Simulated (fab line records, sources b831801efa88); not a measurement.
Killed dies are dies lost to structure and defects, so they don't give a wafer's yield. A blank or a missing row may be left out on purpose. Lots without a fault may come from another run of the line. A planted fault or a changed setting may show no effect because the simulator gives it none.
One fault seen from 2 desks | flow sky130 | each desk has only its own numbers; what lay behind them comes last

THE TOOL OWNER'S DESK: rie_metal-02
The tool's own readings at SKY_METAL4_METAL_ETCH_18 (etches the open film in Cl2/BCl3, stops on SiO2, target depth 845 nm, time 183.1 s): means of the sampled wafers that have a number, for each lot that ran on this tool. A lot is out of limits, marked OUT, if its mean lies more than 4 standard deviations from the usual mean; the brackets give that distance.
Columns: A = bias_w at SKY_METAL4_METAL_ETCH_18, usual 48.54 W; B = chamber_pressure_mTorr at SKY_METAL4_METAL_ETCH_18, usual 9.999 mTorr; C = drypump_motor_current_A at SKY_METAL4_METAL_ETCH_18, usual 6.0 A; D = he_backside_leak_sccm at SKY_METAL4_METAL_ETCH_18, usual 3.40 sccm; E = oes_product_au at SKY_METAL4_METAL_ETCH_18, usual 0.865 a.u.; F = throttle_valve_pct at SKY_METAL4_METAL_ETCH_18, usual 22.265 %
lot  | first seen here | A     | B                       | C   | D    | E     | F
L672 | day 44 04:08    | 48.49 | 9.996                   | 5.7 | 3.40 | 0.881 | 22.265
L676 | day 45 02:55    | 48.54 | 8.005 (-99 or more) OUT | 5.7 | 3.38 | 0.869 | 22.266
L677 | day 46 04:20    | 48.43 | 7.997 (-99 or more) OUT | 6.0 | 3.23 | 0.875 | 22.259
This desk's finding: out of limits on L676, L677; first on L676, day 45 02:55 (chamber_pressure_mTorr at SKY_METAL4_METAL_ETCH_18). In limits: L672.

THE METROLOGY DESK
What the gauges read, lot by lot, whatever tool the lot ran on: means of the sampled wafers that have a number. A lot is out of limits, marked OUT, if its mean lies more than 4 standard deviations from the usual mean; the brackets give that distance.
Columns: A = VIA3_W_THK at SKY_VIA3_THK_MEAS_23, usual 386 nm; B = cd_nm at SKY_METAL4_CD_MEAS_13, usual 300.2 nm
lot  | first seen here | A   | B
L664 | day 39 09:46    | 390 | 301.4
L665 | day 39 23:23    | 381 | 299.9
L668 | day 41 02:52    | 387 | 299.7
L672 | day 42 05:56    | 388 | 301.0
L676 | day 43 06:08    | 389 | 300.2
L680 | day 44 03:14    | 378 | 299.5
L677 | day 44 08:02    | 392 | 301.4
L681 | day 44 11:06    | 376 | 300.1
L685 | day 45 09:31    | 386 | 299.7
L686 | day 45 16:35    | 397 | 298.6
L687 | day 45 21:07    | 396 | 299.4
This desk's finding: nothing out of limits on any of the 11 lots.

PUT TOGETHER
The tool owner's desk could have raised an alarm at day 45 02:55, on L676, L677.
The metrology desk saw nothing out of limits.
The metrology desk has L676, L677 on record, within its limits.
Of the lots named, all ran SKY_METAL4_METAL_ETCH_18 on rie_metal-02.

WHAT THE SIMULATOR HAD PUT IN
Process parameter drift: rie_metal-02, from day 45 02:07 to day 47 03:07, at SKY_METAL4_METAL_ETCH_18. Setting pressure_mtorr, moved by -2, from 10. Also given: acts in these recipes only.
Lots struck among those shown: L676, L677.
Hours from the fault's start to each desk's first reading out of limits: the tool owner's desk, 1.
